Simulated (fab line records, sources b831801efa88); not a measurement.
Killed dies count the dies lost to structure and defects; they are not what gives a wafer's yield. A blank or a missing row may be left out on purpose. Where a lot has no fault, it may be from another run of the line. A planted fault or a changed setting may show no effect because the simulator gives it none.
fab line records	flow sky130
record lots=13	wafers=39	lastDay=50
route steps=708 shown NWELL@79 SONOS_ONO@182 SPACER@305 LOCAL_INTERCONNECT@395
lots that met no fault: from a run of the same line without faults
startH: start of the lot's first displayed wafer, in hours after the record's first day	waitH: hours elapsed since this lot's preceding step	" unchanged from the row above	L1.1+2: several wafers, shown together as one row	- value missing, or start not given	* or withheld: withheld	< > ~ a bound
route shown NAME@n: a module of which the file shows steps, and the number in the route of the first	usual: mean and standard deviation over wafers with no fault	same: alike in all rows	chamber/n: place in a boat	sites: readings site by site	_std_site: how widely they spread, as a standard deviation	_edge_site: the outer-site mean with the inner-site mean subtracted	radiusMm: for every site, how far away it sits from the centre of the wafer	mask NAME#n: copy n	behind: the last tool/chamber to shape the wafer	hold: what put the lot on hold/how long, in hours/how the hold closed	device: whichever transistor did not switch (one of n, p or np)	end of line: tests of these same wafers at the route's end	step lacking rows: just its recipe	killed: the dies lost at the first sort to structure and to defects; this is not the yield of the wafer	map: a wafer's dies, marking killed ones x, the rest . and places with no die _
set.NAME: the setting that was run; set.NAME@STEP: the one run at that earlier step	model.NAME: the simulator's own value behind a step, which no gauge read
route steps across a sampled set of lots; one table per step, one row per wafer
services: when a tool's chamber went out of use (startH, in hours from the record's first day, below 0 if earlier), for how many hours, and the reason
## steps
# step SKY_NWELL_TW_MEAS_26
# usual NWELL_2_TW=498/3.2
lot.wafer	tool	chamber	startH	waitH	NWELL_2_TW
L397.1	filmMetro-03	-	109.54	0.1	494
L397.2	"	-	"	"	496
L397.5	"	-	"	"	498
L398.2	filmMetro-01	-	117.85	0.1	502
L398.4	"	-	"	"	501
L398.5	"	-	"	"	502
L400.2	filmMetro-03	-	146.45	0.1	499
L400.3	"	-	"	"	500
L400.5	"	-	"	"	500
L402.1	filmMetro-03	-	147.14	0.1	500
L402.4	"	-	"	"	498
L402.5	"	-	"	"	498
L401.4	filmMetro-01	-	148.92	0.1	499
L401.5	"	-	"	"	497
L401.6	"	-	"	"	500
L404.2	filmMetro-04	-	155.81	0.1	495
L404.3	"	-	"	"	494
L404.6	"	-	"	"	498
L405.3	filmMetro-03	-	159.01	0.1	502
L405.4	"	-	"	"	499
L405.5	"	-	"	"	499
L406.1	filmMetro-03	-	161.54	0.1	498
L406.4	"	-	"	"	498
L406.5	"	-	"	"	501
L407.2	filmMetro-01	-	170.76	0.1	501
L407.5	"	-	"	"	503
L407.6	"	-	"	"	504
L408.2	filmMetro-04	-	179.90	0.1	490
L408.3	"	-	"	"	494
L408.5	"	-	"	"	496
L409.4	filmMetro-04	-	184.93	0.1	497
L409.5	"	-	"	"	494
L409.6	"	-	"	"	495
L418.1	filmMetro-01	-	240.69	0.1	498
L418.3	"	-	"	"	497
L418.4	"	-	"	"	498
L419.2	filmMetro-01	-	248.20	0.1	496
L419.3	"	-	"	"	500
L419.4	"	-	"	"	500
# step SKY_SONOS_ONO_OVL_MEAS_14
# usual SONOS_ONO_OVL=-0.5/1.4
lot.wafer	tool	chamber	startH	waitH	SONOS_ONO_OVL[nm]
L397.1	overlay-01	-	298.12	0.1	0.6
L397.2	"	-	"	"	2.2
L397.5	"	-	"	"	0.9
L398.2	overlay-01	-	303.72	0.1	-2.8
L398.4	"	-	"	"	-0.3
L398.5	"	-	"	"	0.1
L400.2	overlay-01	-	339.59	0.1	-2.5
L400.3	"	-	"	"	-2.0
L400.5	"	-	"	"	-1.0
L402.1	overlay-01	-	340.77	0.1	1.3
L402.4	"	-	"	"	0.9
L402.5	"	-	"	"	3.5
L401.4	overlay-01	-	343.70	0.1	-1.3
L401.5	"	-	"	"	0.6
L401.6	"	-	"	"	-0.7
L404.2	overlay-01	-	353.52	0.1	-0.4
L404.3	"	-	"	"	-2.1
L404.6	"	-	"	"	0.5
L405.3	overlay-01	-	358.61	0.1	-1.2
L405.4	"	-	"	"	-1.3
L405.5	"	-	"	"	-1.2
L406.1	overlay-02	-	361.39	0.1	-2.6
L406.4	"	-	"	"	-2.6
L406.5	"	-	"	"	-1.1
L407.2	overlay-01	-	373.09	0.1	-1.6
L407.5	"	-	"	"	-1.4
L407.6	"	-	"	"	-1.2
L408.2	overlay-02	-	382.55	0.1	0.2
L408.3	"	-	"	"	-1.3
L408.5	"	-	"	"	0.8
L409.4	overlay-01	-	391.90	0.1	0.6
L409.5	"	-	"	"	-1.0
L409.6	"	-	"	"	-0.9
L418.1	overlay-02	-	468.77	0.1	-2.1
L418.3	"	-	"	"	-1.7
L418.4	"	-	"	"	-1.5
L419.2	overlay-01	-	474.22	0.1	-0.3
L419.3	"	-	"	"	0.1
L419.4	"	-	"	"	-1.3
# step SKY_SPACER_THK_MEAS_01
# recipe reads=Si3N4_of_SPACER_CVD_00
# usual SPACER_CVD_00_THK=43.2/0.52
lot.wafer	tool	chamber	startH	waitH	SPACER_CVD_00_THK[nm]
L397.1	filmMetro-03	-	548.73	0.0	42.8
L397.2	"	-	"	"	42.7
L397.5	"	-	"	"	42.8
L398.2	filmMetro-01	-	555.13	0.0	42.9
L398.4	"	-	"	"	43.0
L398.5	"	-	"	"	42.8
L400.2	filmMetro-04	-	591.60	0.0	43.8
L400.3	"	-	"	"	43.8
L400.5	"	-	"	"	43.8
L402.1	filmMetro-03	-	595.20	0.0	43.4
L402.4	"	-	"	"	43.6
L402.5	"	-	"	"	43.8
L401.4	filmMetro-01	-	595.23	0.0	42.4
L401.5	"	-	"	"	42.5
L401.6	"	-	"	"	42.7
L404.2	filmMetro-01	-	606.58	0.0	43.1
L404.3	"	-	"	"	43.4
L404.6	"	-	"	"	43.2
L406.1	filmMetro-03	-	613.91	0.0	43.7
L406.4	"	-	"	"	43.5
L406.5	"	-	"	"	43.6
L405.3	filmMetro-04	-	615.14	0.0	43.7
L405.4	"	-	"	"	43.8
L405.5	"	-	"	"	43.8
L407.2	filmMetro-01	-	626.80	0.0	42.9
L407.5	"	-	"	"	42.8
L407.6	"	-	"	"	42.8
L408.2	filmMetro-04	-	637.06	0.0	44.0
L408.3	"	-	"	"	44.2
L408.5	"	-	"	"	44.0
L409.4	filmMetro-03	-	645.25	0.0	44.2
L409.5	"	-	"	"	44.0
L409.6	"	-	"	"	44.0
L418.1	filmMetro-04	-	715.92	0.0	43.1
L418.3	"	-	"	"	43.0
L418.4	"	-	"	"	43.2
L419.2	filmMetro-04	-	718.52	0.0	42.3
L419.3	"	-	"	"	42.4
L419.4	"	-	"	"	42.3
# step SKY_LOCAL_INTERCONNECT_EXPOSE_08
# recipe maskId=LI1M	na=0.8	sourceShape=annular	sigmaInner=0.55	sigmaOuter=0.85	targetCdNm=170	doseMj=28
# usual focusOffsetNm=-0.1/0.53	reticleTempC=23.02/0.1	stageVelMmS=500.00/0.22
# same na=0.8	sigmaInner=0.55
lot.wafer	tool	chamber	startH	waitH	mask	focusOffsetNm	reticleTempC	stageVelMmS
L397.1	krfScanner-02	0	710.76	-	LI1M#0	-0.9	23.19	500.08
L397.2	"	0	"	"	LI1M#0	-0.8	23.09	500.11
L397.5	"	0	"	"	LI1M#0	-0.5	23.15	500.32
L398.2	krfScanner-01	0	717.52	-	LI1M#0	-0.8	23.06	500.14
L398.4	"	0	"	"	LI1M#0	-0.5	23.04	500.25
L398.5	"	0	"	"	LI1M#0	0.2	22.98	500.20
L400.2	krfScanner-01	0	752.31	-	LI1M#0	-1.3	23.04	500.05
L400.3	"	0	"	"	LI1M#0	-1.3	22.94	499.89
L400.5	"	0	"	"	LI1M#0	-1.1	22.90	499.72
L402.1	krfScanner-01	0	755.25	-	LI1M#0	0.1	23.03	500.15
L402.4	"	0	"	"	LI1M#0	-0.3	22.92	500.23
L402.5	"	0	"	"	LI1M#0	0.6	22.93	500.08
L401.4	krfScanner-01	0	756.23	-	LI1M#0	0.2	23.06	500.17
L401.5	"	0	"	"	LI1M#0	0.3	22.87	499.85
L401.6	"	0	"	"	LI1M#0	0.0	22.94	499.69
L404.2	krfScanner-02	0	765.67	-	LI1M#0	0.4	22.96	499.95
L404.3	"	0	"	"	LI1M#0	-0.6	23.06	499.63
L404.6	"	0	"	"	LI1M#0	-0.5	23.00	500.03
L406.1	krfScanner-01	0	772.31	-	LI1M#0	0.1	22.86	500.05
L406.4	"	0	"	"	LI1M#0	0.4	23.09	500.01
L406.5	"	0	"	"	LI1M#0	0.8	22.99	500.24
L405.3	krfScanner-02	0	773.89	-	LI1M#0	-0.4	22.96	499.99
L405.4	"	0	"	"	LI1M#0	-0.6	23.08	500.07
L405.5	"	0	"	"	LI1M#0	-0.9	22.89	500.03
L407.2	krfScanner-01	0	785.51	-	LI1M#0	-0.5	23.02	499.58
L407.5	"	0	"	"	LI1M#0	0.2	23.10	499.66
L407.6	"	0	"	"	LI1M#0	0.3	23.08	499.94
L408.2	krfScanner-01	0	794.07	-	LI1M#0	-0.2	22.97	500.29
L408.3	"	0	"	"	LI1M#0	-0.1	23.10	500.35
L408.5	"	0	"	"	LI1M#0	0.9	23.05	500.05
L409.4	krfScanner-02	0	800.10	-	LI1M#0	-0.5	23.04	500.25
L409.5	"	0	"	"	LI1M#0	0.3	22.92	499.69
L409.6	"	0	"	"	LI1M#0	-0.4	23.00	500.27
L418.1	krfScanner-01	0	868.60	-	LI1M#0	0.1	22.96	500.25
L418.3	"	0	"	"	LI1M#0	0.3	22.91	500.14
L418.4	"	0	"	"	LI1M#0	0.1	23.06	499.71
L419.2	krfScanner-02	0	871.10	-	LI1M#0	0.3	22.87	500.07
L419.3	"	0	"	"	LI1M#0	-0.1	22.83	499.79
L419.4	"	0	"	"	LI1M#0	0.0	22.84	500.22
# step SKY_LOCAL_INTERCONNECT_CD_MEAS_11
# recipe targetCdNm=170
# usual cdNm=170.5/1.3
lot.wafer	tool	chamber	startH	waitH	cdNm
L397.1	cdSem-02	-	724.66	-	170.7
L397.2	"	-	"	"	170.6
L397.5	"	-	"	"	170.4
L398.2	cdSem-02	-	731.32	-	167.8
L398.4	"	-	"	"	169.4
L398.5	"	-	"	"	170.6
L400.2	cdSem-02	-	765.63	-	170.1
L400.3	"	-	"	"	169.4
L400.5	"	-	"	"	171.3
L402.1	cdSem-02	-	768.66	-	170.1
L402.4	"	-	"	"	170.0
L402.5	"	-	"	"	169.8
L401.4	cdSem-01	-	769.07	-	168.1
L401.5	"	-	"	"	168.5
L401.6	"	-	"	"	167.7
L404.2	cdSem-02	-	779.33	-	170.6
L404.3	"	-	"	"	171.5
L404.6	"	-	"	"	170.0
L406.1	cdSem-01	-	785.71	-	170.9
L406.4	"	-	"	"	169.9
L406.5	"	-	"	"	170.6
L405.3	cdSem-02	-	787.31	-	168.3
L405.4	"	-	"	"	168.3
L405.5	"	-	"	"	171.1
L407.2	cdSem-01	-	798.42	-	170.1
L407.5	"	-	"	"	169.8
L407.6	"	-	"	"	168.7
L408.2	cdSem-02	-	807.22	-	91.4
L408.3	"	-	"	"	172.8
L408.5	"	-	"	"	170.9
L409.4	cdSem-02	-	813.52	-	170.2
L409.5	"	-	"	"	171.0
L409.6	"	-	"	"	171.5
L418.1	cdSem-02	-	881.37	-	170.5
L418.3	"	-	"	"	170.8
L418.4	"	-	"	"	170.9
L419.2	cdSem-01	-	883.58	-	170.1
L419.3	"	-	"	"	169.9
L419.4	"	-	"	"	170.9
## services
tool	chamber	startH	hours	kind
krfScanner-02	-	709.62	0.8	pm
krfScanner-02	-	715.17	7.2	pm
krfScanner-01	-	725.26	3.0	repair
krfScanner-02	-	728.31	1.3	pm
krfScanner-01	-	733.47	3.6	pm
krfScanner-01	-	744.32	1.0	pm
krfScanner-02	-	750.13	6.0	pm
krfScanner-02	-	756.13	1.0	pm
krfScanner-02	-	757.46	0.5	repair
krfScanner-02	-	766.19	3.1	repair
krfScanner-01	-	782.51	0.4	repair
krfScanner-01	-	826.40	0.8	pm
krfScanner-01	-	832.99	0.8	pm
krfScanner-01	-	858.36	1.3	pm
## key
firstSign step=SKY_LOCAL_INTERCONNECT_CD_MEAS_11	reading=cdNm	direction=down	sigmas=60	usual=170.5	struck=91.4
effect none on later readings
metAt SKY_LOCAL_INTERCONNECT_EXPOSE_08
struckLots L408
struckWafers L408.2
laterRowsLeftOut L408.2
sortLeftOut L408.2
testerLeftOut L408
notActingAt SKY_NWELL_TW_MEAS_26,SKY_SONOS_ONO_OVL_MEAS_14,SKY_SPACER_THK_MEAS_01
onsetBetween 785.51 794.07
fault kind=processParameterDrift	tool=krfScanner-01	chamber=-	onsetH=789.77	steps=SKY_LOCAL_INTERCONNECT_EXPOSE_08	channel=focusNm	offset=343.35	shape=step	endH=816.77	scope=struckWafersOnly
# testerLeftOut: of these lots the tester's yield and bins aren't shown, on N5 and GAA mostly nor the transistor test; their killed dies are dies lost to structure and defects alone, not to doping, threshold or leakage, so they don't give the yield
# sortLeftOut: the simulated sort isn't trusted on such a fault, so these wafers' sort isn't shown, and their yield isn't known
# laterRowsLeftOut: the simulator's readings of these wafers behind a module that went badly wrong aren't trusted and aren't shown, but for the sort
